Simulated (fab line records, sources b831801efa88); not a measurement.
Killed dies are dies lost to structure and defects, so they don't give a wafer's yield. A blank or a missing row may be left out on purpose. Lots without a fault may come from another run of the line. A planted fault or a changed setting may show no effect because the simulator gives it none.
One fault seen from 2 desks | flow sky130 | each desk has only its own numbers; what lay behind them comes last

THE TOOL OWNER'S DESK: pvd_sputter-03
The tool's own readings at SKY_METAL1_SPUTTER_04 (material TiN, target thk 70 nm, time 58.3 s): means of the sampled wafers that have a number, for each lot that ran on this tool. A lot is out of limits, marked OUT, if its mean lies more than 4 standard deviations from the usual mean; the brackets give that distance.
Columns: A = throttle_valve_pct at SKY_METAL1_SPUTTER_04, usual 30.1 %
lot  | first seen here | A
L877 | day 31 12:26    | 30.6
L882 | day 33 16:32    | 30.2
L885 | day 34 12:59    | 29.7
This desk's finding: nothing out of limits on any of the 3 lots.

THE METROLOGY DESK
What the gauges read, lot by lot, whatever tool the lot ran on: means of the sampled wafers that have a number. A lot is out of limits, marked OUT, if its mean lies more than 4 standard deviations from the usual mean; the brackets give that distance.
Columns: A = CONTACT_W_RS at SKY_CONTACT_RS_MEAS_25, usual 0.340 ohm/sq; B = CONTACT_W_THK at SKY_CONTACT_THK_MEAS_26, usual 336 nm; C = METAL1_ALCU_RS at SKY_METAL1_RS_MEAS_05, usual 0.1271 ohm/sq; D = METAL1_ALCU_THK at SKY_METAL1_THK_MEAS_06, usual 249 nm; E = cd_nm at SKY_METAL1_CD_MEAS_15, usual 140.4 nm; F = METAL1_OVL at SKY_METAL1_OVL_MEAS_16, usual 1 nm
lot  | first seen here | A     | B   | C      | D              | E     | F
L877 | day 31 11:52    | 0.338 | 342 | 0.1270 | 247            | 141.7 | 5
L882 | day 33 15:58    | 0.339 | 334 | 0.1260 | 256            | 139.6 | 1
L885 | day 34 12:25    | 0.336 | 344 | 0.1254 | 265 (+5.0) OUT | 138.4 | 15
L893 | day 36 22:05    | 0.338 | 341 | 0.1264 | 251            | 142.9 | -5
L894 | day 37 04:56    | 0.338 | 341 | 0.1266 | 248            | 140.9 | -9
L899 | day 38 17:28    | 0.342 | 331 | 0.1285 | 242            | 138.2 | 4
This desk's finding: out of limits on L885; first on L885, day 34 14:54 (METAL1_ALCU_THK at SKY_METAL1_THK_MEAS_06). In limits: L877, L882, L893, L894, L899.

PUT TOGETHER
The metrology desk could have raised an alarm at day 34 14:54, on L885.
The tool owner's desk saw nothing out of limits.
The tool owner's desk has L885 on record, within its limits.
Of the lots named, all ran SKY_METAL1_SPUTTER_04 on pvd_sputter-03.

WHAT THE SIMULATOR HAD PUT IN
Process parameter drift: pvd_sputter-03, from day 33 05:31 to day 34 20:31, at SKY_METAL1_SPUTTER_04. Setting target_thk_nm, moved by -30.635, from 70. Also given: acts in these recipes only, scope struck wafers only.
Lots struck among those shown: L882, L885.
Hours from the fault's start to each desk's first reading out of limits: the metrology desk, 33.
